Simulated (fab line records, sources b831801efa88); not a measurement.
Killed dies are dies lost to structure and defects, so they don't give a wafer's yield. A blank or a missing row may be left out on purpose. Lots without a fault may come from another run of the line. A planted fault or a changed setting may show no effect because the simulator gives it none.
Which tool did it? | flow sky130 | 11 lots, 33 wafers sampled, at 3 steps of a route of 708

WHAT THE GAUGES READ, wafer by wafer
SKY_LDD_N_TW_MEAS_17.
lot  | measured     | on            | LDD_N_TW
L653 | day 18 13:12 | film_metro-01 | 2535 2538 2524
L658 | day 20 16:43 | film_metro-01 | 2552 2554 2544
L662 | day 22 10:28 | film_metro-03 | 2646 2654 2656
L663 | day 22 23:13 | film_metro-01 | 2648 2674 2652
L666 | day 23 13:13 | film_metro-02 | 2567 2577 2572
L667 | day 23 17:34 | film_metro-01 | 2544 2544 2535
L668 | day 24 09:14 | film_metro-02 | 2576 2569 2582
L669 | day 24 18:13 | film_metro-03 | 2533 2542 2537
L671 | day 25 00:58 | film_metro-01 | 2525 2552 2533
L672 | day 25 11:20 | film_metro-01 | 2545 2534 2539
L674 | day 26 04:40 | film_metro-02 | 2587 2580 2576

WHICH TOOL RAN EACH LOT (tool, then ch and the chambers of the sampled wafers, then the start)
lot  | SKY_LDD_N_IMPLANT_08            | SKY_LDD_N_STRIP_16
L653 | implanter-01 ch 0, day 18 08:04 | plasma_asher-01 ch 0,1, day 18 13:06
L658 | implanter-01 ch 0, day 20 15:25 | plasma_asher-02 ch 0,1, day 20 16:37
L662 | implanter-04 ch 0, day 22 09:10 | plasma_asher-02 ch 0,1, day 22 10:22
L663 | implanter-04 ch 0, day 22 21:56 | plasma_asher-02 ch 0,1, day 22 23:07
L666 | implanter-03 ch 0, day 23 11:55 | plasma_asher-04 ch 0,1, day 23 13:07
L667 | implanter-03 ch 0, day 23 16:16 | plasma_asher-02 ch 0,1, day 23 17:28
L668 | implanter-01 ch 0, day 24 07:58 | plasma_asher-02 ch 0,1, day 24 09:09
L669 | implanter-01 ch 0, day 24 16:55 | plasma_asher-01 ch 1, day 24 18:07
L671 | implanter-03 ch 0, day 24 23:40 | plasma_asher-01 ch 0,1, day 25 00:52
L672 | implanter-04 ch 0, day 25 10:02 | plasma_asher-04 ch 0,1, day 25 11:13
L674 | implanter-01 ch 0, day 26 03:22 | plasma_asher-02 ch 0,1, day 26 04:34
- SKY_LDD_N_IMPLANT_08
- SKY_LDD_N_STRIP_16: strips in O2/N2.

THE ANSWER, worked out from the rows above alone
Rule: what is usual is taken from the lots themselves. Put in order of their means at a reading, lots are off if they are a third of the lots or fewer, leave a main group of 4 or more, and stand apart from it by a gap of 3 or more times the standard deviation of the main group's means; of several such gaps the widest counts. A main group whose means are all the same, to the digits that the tables above print for the reading, isn't used. A lot without any number at a reading at which 4 lots or more have one is off too. The other lots that the step has rows for count as sound.
Off: L662, L663, at SKY_LDD_N_TW_MEAS_17 (LDD_N_TW). The main group: mean 2552, standard deviation 18.
A tool fits if, at a process step before that reading, it ran every lot that is off, and no sound lot after the first of them. The gauges at SKY_LDD_N_TW_MEAS_17 are tried like those tools. None of those tried fits.

WHAT THE SIMULATOR HAD PUT IN
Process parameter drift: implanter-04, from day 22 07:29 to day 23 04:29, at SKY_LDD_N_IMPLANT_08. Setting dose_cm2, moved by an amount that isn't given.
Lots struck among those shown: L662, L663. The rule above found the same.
